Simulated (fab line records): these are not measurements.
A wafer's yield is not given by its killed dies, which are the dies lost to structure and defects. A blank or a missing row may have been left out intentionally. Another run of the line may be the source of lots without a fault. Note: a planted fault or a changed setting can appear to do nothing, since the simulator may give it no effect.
Comparing a struck lot with a sound one + flow gf180mcu + 16 out of 602 route steps
Sound: wafers L575.1, L575.4, L575.6. Wafers struck: L593.2, L593.4, L593.5. Last of all comes the cause.
Per side, at each step with rows, come the tool, then ch with its chambers, and then its first start. Under that, the readings that differ: sound wafers + struck wafers + difference of the means + sigmas: that difference in standard deviations of wafers without a fault.
alike: a reading whose means differ by less than 2 such deviations, as well as words and numbers matching on both sides. not compared: withheld readings; readings where some wafer has no value; bounds like >300 that might hide an equal value; numbers whose values overlap and for which the record gives no deviation.
The two part at a step that has a row with sigmas, a row that says differs or no value, or rows on one side only. Non-overlapping numbers with no deviation appear without sigmas and do not part them. A reading that every wafer of one side lacks parts them only if that side has two wafers or more.

first, 6 steps without rows for these wafers: GF_M4_HMDS_08 (prime time 60 s); GF_M4_COAT_09 (resist thk 1000 nm); GF_M4_SOFTBAKE_10 (time 60 s); GF_M4_EXPOSE_11 (exposes mask Metal4, target cd 280 nm); GF_M4_PEB_12 (peb time 90 s); GF_M4_DEVELOP_13 (develop time 60 s).
GF_M4_CD_MEAS_14: the cd target is 280 nm.
  struck on cd-sem-02, day 30 12:23; sound on cd-sem-02, day 25 08:10
  alike: cd-nm
GF_M4_OVL_MEAS_15:
  struck on overlay-02, day 30 12:29; sound on overlay-01, day 25 08:17
  alike: M4_OVL
GF_M4_METAL_ETCH_16: etches the open film in Cl2/BCl3, stops on SiO2, target depth 627.5 nm, time 104.6 s.
  sound on rie-metal-02 ch 1, day 25 08:19; struck on rie-metal-04 ch 0,1, day 30 12:31
| reading                     | sound       | struck      | difference | sigmas |
|-----------------------------|-------------|-------------|------------|--------|
| drypump-motor-current-A (A) | 6.4 6.4 6.4 | 5.6 5.1 5.6 | -1.0       | -2     |
  alike: oes-product-au, throttle-valve-pct
  not compared: rf-hours-counter-h
GF_M4_STRIP_17: strips in O2/N2.
  sound on plasma-asher-03 ch 0,1, day 25 08:26; struck on plasma-asher-04 ch 0,1, day 30 12:38
  alike: drypump-motor-current-A, heater-power-w, oes-product-au, strip-time-to-endpoint-s
  not compared: rf-hours-counter-h
then, 2 steps without rows for these wafers: GF_M4_STRIP_18 (strips in post etch residue remover, time 1200 s); GF_M4_CLEAN_19 (cleans in DIW).
GF_V4_CVD_00: deposits SiO2, target thk 600 nm, time 100 s.
  sound on hdpcvd-02 ch 1,2, day 25 08:58; struck on hdpcvd-02 ch 0,2, day 30 13:10
| reading                             | sound             | struck            | difference | sigmas      |
|-------------------------------------|-------------------|-------------------|------------|-------------|
| sih4-flow-sccm (sccm)               | 60.15 60.24 60.08 | 29.84 29.85 30.02 | -30.25     | -99 or more |
| model.SiO2_of_V4_CVD_00.thk-nm (nm) | 610 611.9 589.3   | 294.7 294.7 295.2 | -308.9     |             |
GF_V4_THK_MEAS_01:
  struck on film-metro-03, day 30 13:35; sound on film-metro-03, day 25 09:11
| reading            | sound       | struck      | difference | sigmas |
|--------------------|-------------|-------------|------------|--------|
| V4_CVD_00_THK (nm) | 611 612 589 | 294 295 295 | -309       | -38    |
  not compared: hold
GF_V4_CVD_02: deposits SiO2 from TEOS, target thk 850 nm, time 94.851 s.
  sound on pecvd-04 ch 1,2, day 25 09:15; struck on pecvd-03 ch 0,1,2, day 30 18:17
| reading | sound | struck                                                                     | difference                   | sigmas |
|---------|-------|----------------------------------------------------------------------------|------------------------------|--------|
| hold    | - - - | await-dispo/4.6h/release await-dispo/4.6h/release await-dispo/4.6h/release | no value on the sound wafers |        |
  alike: heater-power-w
-- the record jumps here: 4 days lie between the struck wafers' starts before and after (it left off in module V4 and takes up again in module PASSIVATION, whose first step shown is number 602 of the route) --
GF_PASSIVATION_PROBE_99:
  record: rows for the struck wafers here (prober-01, day 35 01:55), none for the sound ones

## WHERE THEY PART
First at GF_M4_METAL_ETCH_16; last, within this record, at GF_PASSIVATION_PROBE_99.

WHY: what had been put in by the simulator
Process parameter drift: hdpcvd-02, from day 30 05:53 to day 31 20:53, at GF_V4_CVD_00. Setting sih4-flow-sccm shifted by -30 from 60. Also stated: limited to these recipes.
